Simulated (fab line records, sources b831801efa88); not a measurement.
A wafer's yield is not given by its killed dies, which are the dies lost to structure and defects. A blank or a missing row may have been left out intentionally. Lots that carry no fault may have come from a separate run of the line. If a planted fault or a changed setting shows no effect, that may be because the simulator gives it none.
Check for tools in common + flow sky130 + Sample size 12 lots and 36 wafers

REASON IT WAS OPENED
SKY_VT_ADJUST_HVTR_TW_MEAS_11, reading VT_ADJUST_HVTR_TW: flagged on 2 of 12 lots. Fault-free wafers read 210.9, with a standard deviation of 2.2.
Rule: a lot gets a flag if all its wafers with a number sit over 4 standard deviations from that mean, or if no wafer of it has a number. The rest of the lots are taken to be sound.

| lot  | measured     | on            | VT_ADJUST_HVTR_TW, wafer by wafer | flag    |
|------|--------------|---------------|-----------------------------------|---------|
| L390 | day 10 01:34 | film metro-04 | 208.5 209.7 209.4                 |         |
| L391 | day 10 05:26 | film metro-03 | 210.1 210.3 211.4                 |         |
| L393 | day 11 00:04 | film metro-04 | 208.3 206.5 207.7                 |         |
| L396 | day 11 21:35 | film metro-04 | 206.5 207.9 207.6                 |         |
| L399 | day 12 20:19 | film metro-03 | 244.3 244.6 245.4                 | FLAGGED |
| L400 | day 12 23:37 | film metro-03 | 245.4 243.8 245.7                 | FLAGGED |
| L404 | day 14 04:49 | film metro-02 | 211.0 210.7 211.4                 |         |
| L405 | day 14 13:06 | film metro-03 | 211.2 211.1 211.2                 |         |
| L408 | day 15 09:44 | film metro-03 | 210.7 212.3 211.8                 |         |
| L409 | day 15 19:31 | film metro-02 | 210.3 209.4 211.1                 |         |
| L410 | day 16 06:54 | film metro-02 | 211.0 210.9 210.9                 |         |
| L411 | day 16 10:58 | film metro-03 | 212.9 213.1 214.2                 |         |
Average over the flagged lots: 244.9; offset from the usual +34.0, equal to +15 standard deviations.

WHICH TOOL EACH LOT WENT THROUGH
2 process steps preceding the reading are held in the record, out of 708 steps in the route. Cell contents, in order: the tool; ch with the chambers the sampled wafers went through; the start.
| lot  | flag    | SKY_VT_ADJUST_HVTR_IMPLANT_09   | SKY_VT_ADJUST_HVTR_STRIP_10          |
|------|---------|---------------------------------|--------------------------------------|
| L390 |         | implanter-03 ch 0, day 10 01:20 | plasma asher-01 ch 0,1, day 10 01:28 |
| L391 |         | implanter-01 ch 0, day 10 05:11 | plasma asher-02 ch 0,1, day 10 05:19 |
| L393 |         | implanter-03 ch 0, day 10 23:52 | plasma asher-02 ch 0,1, day 10 23:58 |
| L396 |         | implanter-02 ch 0, day 11 21:20 | plasma asher-02 ch 0,1, day 11 21:29 |
| L399 | FLAGGED | implanter-02 ch 0, day 12 20:05 | plasma asher-02 ch 0,1, day 12 20:13 |
| L400 | FLAGGED | implanter-02 ch 0, day 12 23:23 | plasma asher-04 ch 0,1, day 12 23:31 |
| L404 |         | implanter-01 ch 0, day 14 04:34 | plasma asher-02 ch 1, day 14 04:43   |
| L405 |         | implanter-03 ch 0, day 14 12:52 | plasma asher-01 ch 1, day 14 12:59   |
| L408 |         | implanter-01 ch 0, day 15 09:29 | plasma asher-04 ch 0,1, day 15 09:38 |
| L409 |         | implanter-03 ch 0, day 15 19:16 | plasma asher-02 ch 0,1, day 15 19:25 |
| L410 |         | implanter-01 ch 0, day 16 06:40 | plasma asher-04 ch 1, day 16 06:47   |
| L411 |         | implanter-02 ch 0, day 16 10:44 | plasma asher-01 ch 0,1, day 16 10:52 |
What the steps here do:
- SKY_VT_ADJUST_HVTR_IMPLANT_09
- SKY_VT_ADJUST_HVTR_STRIP_10: strips in O2/N2.
- SKY_VT_ADJUST_HVTR_TW_MEAS_11

FLAGGED OVER TOTAL, TOOL BY TOOL (the gauges that took the reading come last)
| step                          | tool            | lots run | flagged | share of the flagged lots | sound lots run after its first flagged lot |
|-------------------------------|-----------------|----------|---------|---------------------------|--------------------------------------------|
| SKY_VT_ADJUST_HVTR_IMPLANT_09 | implanter-01    | 4        | 0       | none                      | -                                          |
| SKY_VT_ADJUST_HVTR_IMPLANT_09 | implanter-02    | 4        | 2       | all                       | 1 (L411)                                   |
| SKY_VT_ADJUST_HVTR_IMPLANT_09 | implanter-03    | 4        | 0       | none                      | -                                          |
| SKY_VT_ADJUST_HVTR_STRIP_10   | plasma asher-01 | 3        | 0       | none                      | -                                          |
| SKY_VT_ADJUST_HVTR_STRIP_10   | plasma asher-02 | 6        | 1       | some                      | 2 (L404,L409)                              |
| SKY_VT_ADJUST_HVTR_STRIP_10   | plasma asher-04 | 3        | 1       | some                      | 2 (L408,L410)                              |
| SKY_VT_ADJUST_HVTR_TW_MEAS_11 | film metro-02   | 3        | 0       | none                      | -                                          |
| SKY_VT_ADJUST_HVTR_TW_MEAS_11 | film metro-03   | 6        | 2       | all                       | 3 (L405,L408,L411)                         |
| SKY_VT_ADJUST_HVTR_TW_MEAS_11 | film metro-04   | 3        | 0       | none                      | -                                          |

WHAT IS ALLOWED BY THE TABLE
Every flagged lot went through 2 rows of the table: implanter-02 at SKY_VT_ADJUST_HVTR_IMPLANT_09 and film metro-03 at SKY_VT_ADJUST_HVTR_TW_MEAS_11.
- implanter-02 at SKY_VT_ADJUST_HVTR_IMPLANT_09 ran 4 lots, 2 of them flagged. Sound lots ran on it after the first flagged one (L411), which a lasting fault on the whole tool wouldn't allow. Its own readings lie more than 4 standard deviations out on every wafer of the flagged lots: dose ions cm2, faraday current uA.
- film metro-03 at SKY_VT_ADJUST_HVTR_TW_MEAS_11 ran 6 lots, 2 of them flagged. Sound lots ran on it after the first flagged one (L405, L408, L411), which a lasting fault on the whole tool wouldn't allow.
No row of the table ran every flagged lot and no sound lot after the first.

WHAT WAS PUT IN BY THE SIMULATOR
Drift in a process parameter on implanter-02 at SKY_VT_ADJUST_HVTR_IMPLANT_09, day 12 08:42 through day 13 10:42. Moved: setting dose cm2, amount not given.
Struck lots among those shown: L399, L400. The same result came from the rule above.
